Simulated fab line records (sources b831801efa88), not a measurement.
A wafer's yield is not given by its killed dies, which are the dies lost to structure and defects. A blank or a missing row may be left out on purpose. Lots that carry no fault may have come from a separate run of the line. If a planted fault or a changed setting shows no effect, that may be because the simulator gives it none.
Comparing a struck lot with a sound one	flow sky130	16 out of 708 route steps
Sound: wafers L441.2, L441.5, L441.6. Struck: wafers L444.2, L444.4, L444.6. Last of all comes the cause.
At each step with rows: each side's tool, then ch and its chambers, then its first start. Under that, the readings that differ: sound wafers	struck wafers	difference of the means	sigmas: that difference in standard deviations of wafers without a fault.
alike: words and numbers the same on both sides, and readings whose means are apart by under 2 such deviations; not compared: readings that were withheld, readings missing a value for some wafer, numbers with overlapping values and no deviation given by the record, and bounds like >300 which may hide the same value.
Wherever a step has rows on one side only, a row that says differs or no value, or a row with sigmas, the two part there. Numbers that don't overlap but have no deviation are shown without sigmas and don't part them. A reading missing from all wafers of one side parts the sides only when that side holds two or more wafers.

first, 7 steps without rows for these wafers: SKY_METAL4_HMDS_06 (prime time 60 s); SKY_METAL4_COAT_07 (resist thk 60 nm); SKY_METAL4_COAT_08 (resist thk 1140 nm); SKY_METAL4_SOFTBAKE_09 (time 90 s); SKY_METAL4_EXPOSE_10 (exposes mask MM4, target cd 300 nm); SKY_METAL4_PEB_11; SKY_METAL4_DEVELOP_12 (develop time 60 s).
SKY_METAL4_CD_MEAS_13 targets a cd of 300 nm.
  sound on cd_sem-02, day 44 10:51; struck on cd_sem-02, day 45 12:54
  alike: cd_nm
SKY_METAL4_OVL_MEAS_14:
  sound on overlay-01, day 44 10:57; struck on overlay-02, day 45 13:02
  alike: METAL4_OVL
SKY_METAL4_DESCUM_15: chemistry O2, time 8 s.
  sound on rie_metal-04 ch 0,1, day 44 10:59; struck on rie_metal-03 ch 0, day 45 13:04
  alike: drypump_motor_current_A, oes_product_au
  not compared: rf_hours_counter_h
SKY_METAL4_ETCH_16: etches BARC in N2/H2, stops on SiO2, time 88.2 s, target depth 60 nm.
  sound on rie_metal-04 ch 0,1, day 44 11:01; struck on rie_metal-03 ch 0, day 45 13:06
  alike: drypump_motor_current_A, oes_product_au, rf_fwd_power_W, throttle_valve_pct
  not compared: rf_hours_counter_h
SKY_METAL4_ETCH_17: etches SiO2 in C4F8/O2/Ar, stops on TiN, time 3.9 s, target depth 15 nm.
  sound on rie_diel-04 ch 0,2,3, day 44 11:07; struck on rie_diel-03 ch 0,1, day 45 13:14
  alike: oes_product_au, rf_fwd_power_W
  not compared: rf_hours_counter_h
SKY_METAL4_METAL_ETCH_18: etches the open film in Cl2/BCl3, stops on SiO2, target depth 845 nm, time 183.1 s.
  sound on rie_metal-02 ch 0,1, day 44 11:08; struck on rie_metal-04 ch 1, day 45 13:15
reading	sound	struck	difference	sigmas
rf_fwd_power_W (W)	897.9 894.4 894.9	1043.2 1042.1 1041.9	+146.7	+59
model.KrF-thick_of_METAL4_COAT_08.thk_nm (nm)	519.2 517.6 531.3	455.5 463 460	-63.2	
model.METAL4.cd_nm (nm)	297.7 295.7 302.2	292.7 293.3 290.9	-6.2	
  alike: drypump_motor_current_A, oes_product_au, throttle_valve_pct
  not compared: rf_hours_counter_h, model.SiO2_of_VIA3_HDPCVD_00.thk_nm
SKY_METAL4_STRIP_19: strips in O2/N2.
  sound on plasma_asher-01 ch 0,1, day 44 11:19; struck on plasma_asher-04 ch 0,1, day 45 13:26
reading	sound	struck	difference	sigmas
drypump_motor_current_A (A)	5.3 5.3 4.8	6.0 6.1 6.0	+0.9	+2
oes_product_au (a.u.)	0.502 0.498 0.500	0.475 0.475 0.470	-0.027	-5
strip_time_to_endpoint_s (s)	6.44 6.43 6.55	5.81 5.89 5.86	-0.62	-12
  not compared: rf_hours_counter_h
then, 1 step without rows for these wafers: SKY_METAL4_STRIP_20 (strips in post etch residue remover, time 1200 s).
-- the record jumps here: 3 days lie between the struck wafers' starts before and after (it left off in module METAL4 and takes up again in module PAD_OPEN, whose first step shown is number 708 of the route) --
SKY_PAD_OPEN_PROBE_99:
  sound on prober-02, day 48 03:06; struck on prober-02, day 48 23:52
reading	sound	struck	difference	sigmas
model.etest.met4.width_nm (nm)	295.5 298.7 300.6	291.3 295.2 291.8	-5.5	
  alike: defect_limited_yield, killed_at_M0_to_M3, killed_at_M4_up, killed_at_contacts, killed_at_front_end, killed_at_other, killed_dies, killed_open, killed_short, sort_bin_3_pad_short, sort_bin_5_function, sort_bin_6_memory, sort_n_pass, sort_yield_pct
  not compared: model.etest.met4.line_ohm_um

WHERE THEY PART
Last at SKY_METAL4_STRIP_19 as far as this record goes, first at SKY_METAL4_METAL_ETCH_18. Later steps at which nothing parts them and some readings are alike: SKY_PAD_OPEN_PROBE_99.

WHY: what the simulator had put in
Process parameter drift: rie_metal-04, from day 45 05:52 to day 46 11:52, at SKY_METAL4_METAL_ETCH_18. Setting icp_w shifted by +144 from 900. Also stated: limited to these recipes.
